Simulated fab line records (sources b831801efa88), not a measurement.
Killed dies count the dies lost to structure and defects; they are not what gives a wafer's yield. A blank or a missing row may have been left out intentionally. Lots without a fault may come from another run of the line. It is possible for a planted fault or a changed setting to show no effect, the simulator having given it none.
fab line records	flow sky130	part 1 of 2: steps 1 to 32 of 42
record: lots: 5	wafers: 15	lastDay: 49
route steps=708 shown CAPM@551 METAL3@555 VIA3@573
lots untouched by any fault: they come from a run of this same line in which no faults occurred
startH: start of the lot's first displayed wafer, in hours after the record's first day	waitH: hours from the lot's prior step to this one	" unchanged from the row above	L1.1+2: one row covering several wafers at once	- no value, or no start was given	* or withheld: withheld	< > ~ a bound
route shown NAME@n: NAME is a module with steps in the file, n the number in the route of the first one	usual: mean/standard deviation taken from wafers without a fault	same: alike in all rows	chamber/n: place in a boat	sites: readings site by site	_std_site: their standard deviation	_edge_site: outer sites' mean less inner sites'	radiusMm: for every site, how far away it sits from the centre of the wafer	mask NAME#n: copy n	behind: the tool/chamber that last shaped the wafer	hold: the reason the lot was held/the length of the hold in hours/how it ended	device: the n, p or np transistor that did not switch	end of line: tests run on the same wafers once the route is complete	for a step that has no rows: nothing shown but its recipe	killed: dies lost to structure and defects at the first sort, not the wafer's yield	map: per-die view of a wafer (x killed, . not killed, _ where there is no die)
set.NAME: setting as actually run; set.NAME@STEP: the setting as run at that earlier step	model.NAME: the simulator's own value behind a step, which no gauge read
a table for each step, a row for each wafer; lots at some steps of the route
services: the hour from which a tool's chamber was out of use, counted from the record's first day as startH (under 0 if before that day), plus the number of hours and why
== steps ==
step: SKY_CAPM_STRIP_14
recipe: chemistry: O2/N2	powerW: 1400	pressureMtorr: 1500	platenTempC: withheld	o2FlowSccm: 3000	n2FlowSccm: 300	overashFraction: 0.5
usual: drypumpMotorCurrentA: 5.7/0.33	oesProductAu: 0.711/0.0044	stripTimeToEndpointS: 12.66/0.038
lot.wafer	tool	chamber	startH	waitH	drypumpMotorCurrentA	oesProductAu	rfHoursCounterH	stripTimeToEndpointS
L078.1	plasmaAsher-02	1	906.79	0.1	5.4	0.713	50	12.66
L078.3	"	0	"	"	6.3	0.708	-	12.67
L078.4	"	1	"	"	5.4	0.707	-	12.71
L087.1	plasmaAsher-01	1	971.99	0.1	6.0	0.708	21	12.67
L087.3	"	0	"	"	5.6	0.714	-	12.65
L087.6	"	0	"	"	5.6	0.713	-	12.64
L092.3	plasmaAsher-02	0	998.87	0.1	6.2	0.712	-	12.63
L092.5	"	0	"	"	6.2	0.707	-	12.58
L092.6	"	1	"	"	5.4	0.705	-	12.60
L093.2	plasmaAsher-04	0	1001.99	0.1	5.3	0.716	120	12.72
L093.3	"	1	"	"	5.8	0.712	-	12.71
L093.4	"	0	"	"	5.3	0.717	-	12.65
L096.1	plasmaAsher-04	1	1017.83	0.1	5.8	0.706	121	12.62
L096.4	"	1	"	"	5.8	0.713	-	12.63
L096.5	"	0	"	"	5.3	0.707	-	12.65
step: SKY_CAPM_STRIP_15
recipe: chemistry: postEtchResidueRemover	timeS: 1200	tempC: 72.5
usual: bathGuardTempC: 72.3/0.59
lot.wafer	tool	chamber	startH	waitH	bathGuardTempC
L078.1	wetBench-01	3	906.89	0.1	73.3
L078.3	"	3	"	"	73.2
L078.4	"	3	"	"	73.3
L087.1	wetBench-02	1	972.09	0.1	71.7
L087.3	"	1	"	"	71.7
L087.6	"	1	"	"	72.2
L092.3	wetBench-04	3	998.94	0.0	72.6
L092.5	"	3	"	"	72.9
L092.6	"	3	"	"	72.6
L093.2	wetBench-04	1	1002.09	0.1	72.2
L093.3	"	1	"	"	71.7
L093.4	"	1	"	"	71.6
L096.1	wetBench-02	0	1017.93	0.1	71.9
L096.4	"	0	"	"	72.0
L096.5	"	0	"	"	71.8
step: SKY_CAPM_CLEAN_16
recipe: chemistry: IPA	timeS: 180	tempC: 25
lot.wafer	tool	chamber	startH	waitH
L078.1+3+4	wetBench-02	2	907.23	0.0
L087.1+3+6	wetBench-01	3	972.43	0.0
L092.3+5+6	wetBench-02	0	999.31	0.0
L093.2+3+4	wetBench-01	1	1002.46	0.0
L096.1+4+5	wetBench-01	3	1018.27	0.0
step: SKY_CAPM_CLEAN_17
recipe: chemistry: O3/DIW	dry: n2Spin
lot.wafer	tool	chamber	startH	waitH
L078.1+3+4	wetBench-04	2	907.29	0.0
L087.1+3+6	wetBench-02	0	972.54	0.0
L092.3+5+6	wetBench-04	3	999.37	0.0
L093.2+3+4	wetBench-02	0	1002.58	0.0
L096.1+4+5	wetBench-04	2	1018.33	0.0
step: SKY_METAL3_DEHYDRATE_05
recipe: tempC: 200	timeS: 60
lot.wafer	tool	chamber	startH	waitH
L078.1+3+4	lithoTrack-03	0	920.04	12.7
L087.1+3+6	lithoTrack-04	0	982.92	10.3
L092.3+5+6	lithoTrack-01	0	1010.48	11.0
L093.2+3+4	lithoTrack-04	0	1014.00	11.3
L096.1+4+5	lithoTrack-04	0	1028.57	10.2
step: SKY_METAL3_HMDS_06
recipe: primeTimeS: 60	primeTempC: 120
same: primeTimeS: 60
lot.wafer	tool	chamber	startH	waitH
L078.1+3+4	lithoTrack-03	0	920.19	0.1
L087.1+3+6	lithoTrack-04	0	983.07	0.1
L092.3+5+6	lithoTrack-01	0	1010.63	0.1
L093.2+3+4	lithoTrack-04	0	1014.15	0.1
L096.1+4+5	lithoTrack-04	0	1028.72	0.1
step: SKY_METAL3_COAT_07
recipe: resist: BARC	tempC: withheld	timeS: withheld	spinRpm: 3000	resistThkNm: 60
lot.wafer	tool	chamber	startH	waitH
L078.1+3+4	lithoTrack-03	0	920.34	0.1
L087.1+3+6	lithoTrack-04	0	983.22	0.1
L092.3+5+6	lithoTrack-01	0	1010.78	0.1
L093.2+3+4	lithoTrack-04	0	1014.30	0.1
L096.1+4+5	lithoTrack-04	0	1028.87	0.1
step: SKY_METAL3_COAT_08
recipe: resist: KrF-thick	spinRpm: 3000	resistThkNm: 1140
lot.wafer	tool	chamber	startH	waitH
L078.1+3+4	lithoTrack-03	0	-	-
L087.1+3+6	lithoTrack-04	0	-	-
L092.3+5+6	lithoTrack-01	0	-	-
L093.2+3+4	lithoTrack-04	0	-	-
L096.1+4+5	lithoTrack-04	0	-	-
step: SKY_METAL3_SOFTBAKE_09
recipe: tempC: 100	timeS: 90	resist: KrF-thick
lot.wafer	tool	chamber	startH	waitH
L078.1+3+4	lithoTrack-03	0	-	-
L087.1+3+6	lithoTrack-04	0	-	-
L092.3+5+6	lithoTrack-01	0	-	-
L093.2+3+4	lithoTrack-04	0	-	-
L096.1+4+5	lithoTrack-04	0	-	-
step: SKY_METAL3_EXPOSE_10
recipe: maskId: MM3	na: 0.68	sourceShape: annular	sigmaInner: 0.4	sigmaOuter: 0.8	targetCdNm: 300	doseMj: 28
lot.wafer	tool	chamber	startH	waitH	mask
L078.1+3+4	krfScanner-02	0	-	-	MM3#0
L087.1+3+6	krfScanner-01	0	-	-	MM3#0
L092.3+5+6	krfScanner-01	0	-	-	MM3#0
L093.2+3+4	krfScanner-01	0	-	-	MM3#0
L096.1+4+5	krfScanner-02	0	-	-	MM3#0
step: SKY_METAL3_PEB_11
recipe: pebTempC: withheld	pebTimeS: withheld	resist: KrF-thick
lot.wafer	tool	chamber	startH	waitH
L078.1+3+4	lithoTrack-03	0	-	-
L087.1+3+6	lithoTrack-01	0	-	-
L092.3+5+6	lithoTrack-03	0	-	-
L093.2+3+4	lithoTrack-01	0	-	-
L096.1+4+5	lithoTrack-04	0	-	-
step: SKY_METAL3_DEVELOP_12
recipe: developTimeS: 60	resist: KrF-thick	devTempC: 21
usual: developerTempC: 20.98/0.092
lot.wafer	tool	chamber	startH	waitH	developerTempC
L078.1	lithoTrack-03	0	-	-	21.10
L078.3	"	0	"	"	21.06
L078.4	"	0	"	"	21.11
L087.1	lithoTrack-01	0	-	-	21.02
L087.3	"	0	"	"	21.02
L087.6	"	0	"	"	21.03
L092.3	lithoTrack-03	0	-	-	20.91
L092.5	"	0	"	"	20.87
L092.6	"	0	"	"	21.06
L093.2	lithoTrack-01	0	-	-	20.86
L093.3	"	0	"	"	20.85
L093.4	"	0	"	"	20.89
L096.1	lithoTrack-04	0	-	-	20.98
L096.4	"	0	"	"	20.87
L096.5	"	0	"	"	20.97
step: SKY_METAL3_CD_MEAS_13
recipe: targetCdNm: 300
usual: cdNm: 299.8/1.6
lot.wafer	tool	chamber	startH	waitH	cdNm
L078.1	cdSem-02	-	932.34	-	300.0
L078.3	"	-	"	"	299.2
L078.4	"	-	"	"	298.8
L087.1	cdSem-02	-	995.98	-	302.5
L087.3	"	-	"	"	303.3
L087.6	"	-	"	"	301.7
L092.3	cdSem-02	-	1022.68	-	298.3
L092.5	"	-	"	"	299.8
L092.6	"	-	"	"	299.7
L093.2	cdSem-02	-	1025.70	-	297.7
L093.3	"	-	"	"	300.9
L093.4	"	-	"	"	299.6
L096.1	cdSem-02	-	1041.02	-	300.1
L096.4	"	-	"	"	299.7
L096.5	"	-	"	"	301.0
step: SKY_METAL3_OVL_MEAS_14
usual: METAL3_OVL: 2/7.5
lot.wafer	tool	chamber	startH	waitH	METAL3_OVL[nm]
L078.1	overlay-02	-	932.46	0.1	0
L078.3	"	-	"	"	0
L078.4	"	-	"	"	1
L087.1	overlay-02	-	996.10	0.1	-15
L087.3	"	-	"	"	-4
L087.6	"	-	"	"	-3
L092.3	overlay-02	-	1022.77	0.1	-6
L092.5	"	-	"	"	-8
L092.6	"	-	"	"	-15
L093.2	overlay-02	-	1025.80	0.1	9
L093.3	"	-	"	"	10
L093.4	"	-	"	"	7
L096.1	overlay-02	-	1041.14	0.1	-13
L096.4	"	-	"	"	-1
L096.5	"	-	"	"	-15
step: SKY_METAL3_DESCUM_15
recipe: chemistry: O2	sourcePowerW: 150	biasPowerW: 0	pressureMtorr: 10	tempC: 40	timeS: 8
usual: drypumpMotorCurrentA: 5.8/0.6	oesProductAu: 0.998/0.0068
lot.wafer	tool	chamber	startH	waitH	drypumpMotorCurrentA	oesProductAu	rfHoursCounterH
L078.1	rieMetal-03	0	932.49	0.0	6.4	0.998	8
L078.3	"	0	"	"	6.4	0.997	-
L078.4	"	1	"	"	6.1	0.999	-
L087.1	rieMetal-02	1	996.13	0.0	6.4	1.001	9
L087.3	"	1	"	"	6.4	0.992	-
L087.6	"	1	"	"	6.4	0.984	-
L092.3	rieMetal-02	1	1022.80	0.0	6.4	0.999	-
L092.5	"	0	"	"	5.3	0.998	-
L092.6	"	1	"	"	6.4	1.004	-
L093.2	rieMetal-02	1	1025.83	0.0	6.4	0.997	11
L093.3	"	0	"	"	5.3	0.997	-
L093.4	"	1	"	"	6.4	0.991	-
L096.1	rieMetal-04	1	1041.18	0.0	5.9	0.993	18
L096.4	"	1	"	"	5.9	0.987	-
L096.5	"	0	"	"	4.7	1.007	-
step: SKY_METAL3_ETCH_16
recipe: chemistry: N2/H2	target: BARC	ionEnergyEv: 200	biasW: 100	pressureMtorr: 30	n2FlowSccm: 100	h2FlowSccm: 200	icpW: 500	stopOn: SiO2	timeS: 88.2	targetDepthA: 600
usual: drypumpMotorCurrentA: 5.8/0.59	oesProductAu: 0.625/0.005	throttleValvePct: 13.205/0.0099
lot.wafer	tool	chamber	startH	waitH	drypumpMotorCurrentA	oesProductAu	rfHoursCounterH	throttleValvePct
L078.1	rieMetal-03	0	932.53	0.0	6.4	0.621	8	13.185
L078.3	"	0	"	"	6.4	0.624	-	13.219
L078.4	"	1	"	"	6.1	0.620	-	13.209
L087.1	rieMetal-02	1	996.16	0.0	6.4	0.627	9	13.206
L087.3	"	1	"	"	6.4	0.622	-	13.205
L087.6	"	1	"	"	6.4	0.626	-	13.191
L092.3	rieMetal-02	1	1022.86	0.0	6.4	0.634	-	13.217
L092.5	"	0	"	"	5.4	0.632	-	13.197
L092.6	"	1	"	"	6.4	0.625	-	13.206
L093.2	rieMetal-02	1	1025.86	0.0	6.4	0.622	11	13.212
L093.3	"	0	"	"	5.3	0.626	-	13.192
L093.4	"	1	"	"	6.4	0.628	-	13.208
L096.1	rieMetal-04	1	1041.21	0.0	5.8	0.624	18	13.194
L096.4	"	1	"	"	5.9	0.624	-	13.199
L096.5	"	0	"	"	4.7	0.616	-	13.218
step: SKY_METAL3_ETCH_17
recipe: target: SiO2	stopOn: TiN	chemistry: C4F8/O2/Ar	sourceW: 1500	biasW: 1200	pressureMtorr: 40	c4f8FlowSccm: withheld	O2_flow_sccm: 6	Ar_flow_sccm: 300	timeS: 3.9	targetDepthA: 150
usual: oesProductAu: 0.756/0.0068
lot.wafer	tool	chamber	startH	waitH	oesProductAu	rfHoursCounterH
L078.1	rieDiel-03	3	932.62	0.1	0.750	3
L078.3	"	0	"	"	0.750	25
L078.4	"	1	"	"	0.760	6
L087.1	rieDiel-02	1	996.26	0.1	0.753	8
L087.3	"	0	"	"	0.760	10
L087.6	"	2	"	"	0.768	-
L092.3	rieDiel-02	3	1022.92	0.0	0.750	0
L092.5	"	0	"	"	0.777	-
L092.6	"	3	"	"	0.768	-
L093.2	rieDiel-01	2	1025.96	0.1	0.750	9
L093.3	"	3	"	"	0.753	14
L093.4	"	0	"	"	0.761	12
L096.1	rieDiel-01	0	1041.31	0.1	0.753	13
L096.4	"	1	"	"	0.751	-
L096.5	"	2	"	"	0.763	-
step: SKY_METAL3_METAL_ETCH_18
recipe: targetDepthA: 8450	stopOn: SiO2	overEtchFrac: 0.3	timeS: 183.1	chemistry: Cl2/BCl3	resistSidewallDeg: 88	pressureMtorr: 10	icpW: 900	biasW: 48.5	Cl2_flow_sccm: 60	bcl3FlowSccm: 30
usual: drypumpMotorCurrentA: 5.7/0.65	oesProductAu: 0.868/0.0063	throttleValvePct: 22.265/0.009
lot.wafer	tool	chamber	startH	waitH	drypumpMotorCurrentA	oesProductAu	rfHoursCounterH	throttleValvePct
L078.1	rieMetal-04	1	932.64	0.0	5.8	0.863	12	22.268
L078.3	"	0	"	"	4.6	0.868	-	22.261
L078.4	"	1	"	"	5.9	0.864	-	22.273
L087.1	rieMetal-04	1	996.28	0.0	5.9	0.858	15	22.253
L087.3	"	1	"	"	5.9	0.857	-	22.242
L087.6	"	0	"	"	4.6	0.850	-	22.259
L092.3	rieMetal-03	1	1023.00	0.1	6.0	0.861	-	22.272
L092.5	"	0	"	"	6.4	0.863	-	22.260
L092.6	"	1	"	"	6.1	0.874	-	22.263
L093.2	rieMetal-04	0	1025.98	0.0	4.6	0.875	15	22.272
L093.3	"	0	"	"	4.7	0.873	-	22.266
L093.4	"	1	"	"	5.8	0.870	-	22.258
L096.1	rieMetal-03	1	1041.33	0.0	6.1	0.875	20	22.262
L096.4	"	0	"	"	6.4	0.868	-	22.279
L096.5	"	1	"	"	6.1	0.869	-	22.260
step: SKY_METAL3_STRIP_19
recipe: chemistry: O2/N2	powerW: 1400	pressureMtorr: 1500	platenTempC: withheld	o2FlowSccm: 3000	n2FlowSccm: 300	overashFraction: 0.5
usual: drypumpMotorCurrentA: 5.9/0.45	oesProductAu: 0.504/0.0052	stripTimeToEndpointS: 6.56/0.054
lot.wafer	tool	chamber	startH	waitH	drypumpMotorCurrentA	oesProductAu	rfHoursCounterH	stripTimeToEndpointS
L078.1	plasmaAsher-03	1	932.82	0.1	6.6	0.496	77	6.53
L078.3	"	0	"	"	5.4	0.498	-	6.44
L078.4	"	1	"	"	6.6	0.504	-	6.55
L087.1	plasmaAsher-01	0	996.46	0.1	5.5	0.498	24	6.56
L087.3	"	0	"	"	5.6	0.501	-	6.59
L087.6	"	0	"	"	5.6	0.499	-	6.55
L092.3	plasmaAsher-03	1	1023.15	0.1	6.5	0.506	-	6.54
L092.5	"	1	"	"	6.5	0.495	-	6.53
L092.6	"	0	"	"	5.4	0.500	-	6.56
L093.2	plasmaAsher-02	0	1026.16	0.1	6.2	0.502	61	6.55
L093.3	"	0	"	"	6.3	0.496	-	6.58
L093.4	"	1	"	"	5.4	0.518	-	6.63
L096.1	plasmaAsher-03	0	1041.51	0.1	5.4	0.505	87	6.49
L096.4	"	1	"	"	6.6	0.508	-	6.53
L096.5	"	1	"	"	6.6	0.509	-	6.56
step: SKY_METAL3_STRIP_20
recipe: chemistry: postEtchResidueRemover	timeS: 1200	tempC: 72.5
usual: bathGuardTempC: 72.6/0.48
lot.wafer	tool	chamber	startH	waitH	bathGuardTempC
L078.1	wetBench-01	1	932.94	0.1	72.8
L078.3	"	1	"	"	73.1
L078.4	"	1	"	"	72.9
L087.1	wetBench-03	1	996.56	0.1	72.3
L087.3	"	1	"	"	72.3
L087.6	"	1	"	"	72.7
L092.3	wetBench-03	1	1023.22	0.0	72.6
L092.5	"	1	"	"	72.5
L092.6	"	1	"	"	72.5
L093.2	wetBench-03	0	1026.26	0.1	73.2
L093.3	"	0	"	"	73.1
L093.4	"	0	"	"	73.0
L096.1	wetBench-03	3	1041.61	0.1	71.9
L096.4	"	3	"	"	71.5
L096.5	"	3	"	"	71.8
step: SKY_METAL3_CLEAN_21
recipe: chemistry: IPA	timeS: 180	tempC: 25
lot.wafer	tool	chamber	startH	waitH
L078.1+3+4	wetBench-04	1	933.62	0.0
L087.1+3+6	wetBench-01	1	996.90	0.0
L092.3+5+6	wetBench-03	0	1023.56	0.0
L093.2+3+4	wetBench-01	0	1026.63	0.0
L096.1+4+5	wetBench-04	1	1041.95	0.0
step: SKY_METAL3_CLEAN_22
recipe: chemistry: O3/DIW	dry: n2Spin
lot.wafer	tool	chamber	startH	waitH
L078.1+3+4	wetBench-01	1	933.68	0.0
L087.1+3+6	wetBench-04	2	997.02	0.0
L092.3+5+6	wetBench-03	0	1023.62	0.0
L093.2+3+4	wetBench-04	0	1026.69	0.0
L096.1+4+5	wetBench-03	3	1042.01	0.0
step: SKY_VIA3_HDPCVD_00
recipe: material: SiO2	targetThkNm: 1635	sigmaOpenFrac: 0.3	timeS: 272.5	tempC: 400	sih4FlowSccm: 60	pressureMtorr: 6
lot.wafer	tool	chamber	startH	waitH
L078.1+3+4	hdpcvd-02	2,1,0	933.86	0.0
L087.1+3+6	hdpcvd-02	1,0,0	997.12	0.0
L092.3+5+6	hdpcvd-01	0,1,0	1023.71	0.0
L093.2+3+4	hdpcvd-01	0,2,0	1026.78	0.0
L096.1+4+5	hdpcvd-02	1,2,0	1042.10	0.0
step: SKY_VIA3_THK_MEAS_01
recipe: reads: SiO2_of_VIA3_HDPCVD_00
usual: VIA3_HDPCVD_THK: 1630/16
lot.wafer	tool	chamber	startH	waitH	VIA3_HDPCVD_THK[nm]
L078.1	filmMetro-01	-	934.03	0.1	1617
L078.3	"	-	"	"	1617
L078.4	"	-	"	"	1608
L087.1	filmMetro-04	-	997.29	0.1	1618
L087.3	"	-	"	"	1629
L087.6	"	-	"	"	1633
L092.3	filmMetro-02	-	1023.90	0.1	1616
L092.5	"	-	"	"	1652
L092.6	"	-	"	"	1615
L093.2	filmMetro-01	-	1026.96	0.1	1643
L093.3	"	-	"	"	1635
L093.4	"	-	"	"	1640
L096.1	filmMetro-04	-	1042.27	0.1	1612
L096.4	"	-	"	"	1625
L096.5	"	-	"	"	1608
step: SKY_VIA3_CMP_02
recipe: material: SiO2	downForcePsi: 4	platenRpm: 60	padVelocityMS: 0.94248
usual: motorCurrentA: 12.0/1.7
lot.wafer	tool	chamber	startH	waitH	motorCurrentA
L078.4	cmp-01	3	934.09	0.0	14.9
L078.3	"	1	"	"	12.4
L078.1	"	2	"	"	11.3
L087.1	cmp-01	2	997.51	0.2	11.6
L087.3	"	3	"	"	15.1
L087.6	"	1	"	"	11.5
L092.3	cmp-02	1	1024.04	0.1	12.9
L092.5	"	3	"	"	10.2
L092.6	"	0	"	"	11.4
L093.3	cmp-02	3	1027.01	0.0	10.4
L093.4	"	0	"	"	11.8
L093.2	"	2	"	"	14.8
L096.1	cmp-02	0	1042.38	0.1	11.0
L096.4	"	2	"	"	15.1
L096.5	"	3	"	"	10.0
step: SKY_VIA3_BOW_MEAS_03
recipe: mode: bow
usual: VIA3_BOW: 81/7.3
lot.wafer	tool	chamber	startH	waitH	VIA3_BOW[um]
L078.1	filmMetro-04	-	934.39	0.1	81
L078.3	"	-	"	"	84
L078.4	"	-	"	"	78
L087.1	filmMetro-02	-	997.76	0.2	62
L087.3	"	-	"	"	80
L087.6	"	-	"	"	79
L092.3	filmMetro-01	-	1024.28	0.2	89
L092.5	"	-	"	"	75
L092.6	"	-	"	"	75
L093.2	filmMetro-01	-	1027.33	0.1	81
L093.3	"	-	"	"	86
L093.4	"	-	"	"	87
L096.1	filmMetro-01	-	1042.63	0.2	79
L096.4	"	-	"	"	85
L096.5	"	-	"	"	86
step: SKY_VIA3_DEHYDRATE_04
recipe: tempC: 200	timeS: 60
lot.wafer	tool	chamber	startH	waitH
L078.1+3+4	lithoTrack-02	0	946.66	12.2
L087.1+3+6	lithoTrack-03	0	1007.89	10.1
L092.3+5+6	lithoTrack-02	0	1035.31	11.0
L093.2+3+4	lithoTrack-03	0	1038.56	11.2
L096.1+4+5	lithoTrack-02	0	1052.71	10.1
step: SKY_VIA3_HMDS_05
recipe: primeTimeS: 60	primeTempC: 120
same: primeTimeS: 60
lot.wafer	tool	chamber	startH	waitH
L078.1+3+4	lithoTrack-02	0	946.81	0.1
L087.1+3+6	lithoTrack-03	0	1008.04	0.1
L092.3+5+6	lithoTrack-02	0	1035.46	0.1
L093.2+3+4	lithoTrack-03	0	1038.71	0.1
L096.1+4+5	lithoTrack-02	0	1052.86	0.1
step: SKY_VIA3_COAT_06
recipe: resist: BARC	tempC: withheld	timeS: withheld	spinRpm: 3000	resistThkNm: 60
lot.wafer	tool	chamber	startH	waitH
L078.1+3+4	lithoTrack-02	0	946.96	0.1
L087.1+3+6	lithoTrack-03	0	1008.19	0.1
L092.3+5+6	lithoTrack-02	0	1035.61	0.1
L093.2+3+4	lithoTrack-03	0	1038.86	0.1
L096.1+4+5	lithoTrack-02	0	1053.01	0.1
step: SKY_VIA3_COAT_07
recipe: resist: KrF-thick	spinRpm: 3000	resistThkNm: 450
lot.wafer	tool	chamber	startH	waitH
L078.1+3+4	lithoTrack-02	0	-	-
L087.1+3+6	lithoTrack-03	0	-	-
L092.3+5+6	lithoTrack-02	0	-	-
L093.2+3+4	lithoTrack-03	0	-	-
L096.1+4+5	lithoTrack-02	0	-	-
step: SKY_VIA3_SOFTBAKE_08
recipe: tempC: 100	timeS: 90	resist: KrF-thick
lot.wafer	tool	chamber	startH	waitH
L078.1+3+4	lithoTrack-02	0	-	-
L087.1+3+6	lithoTrack-03	0	-	-
L092.3+5+6	lithoTrack-02	0	-	-
L093.2+3+4	lithoTrack-03	0	-	-
L096.1+4+5	lithoTrack-02	0	-	-
step: SKY_VIA3_EXPOSE_09
recipe: maskId: VIM3	na: 0.8	sourceShape: annular	sigmaInner: 0.55	sigmaOuter: 0.85	targetCdNm: 200	doseMj: 38
lot.wafer	tool	chamber	startH	waitH	mask
L078.1+3+4	krfScanner-01	0	-	-	VIM3#0
L087.1+3+6	krfScanner-01	0	-	-	VIM3#0
L092.3+5+6	krfScanner-02	0	-	-	VIM3#0
L093.2+3+4	krfScanner-02	0	-	-	VIM3#0
L096.1+4+5	krfScanner-01	0	-	-	VIM3#0
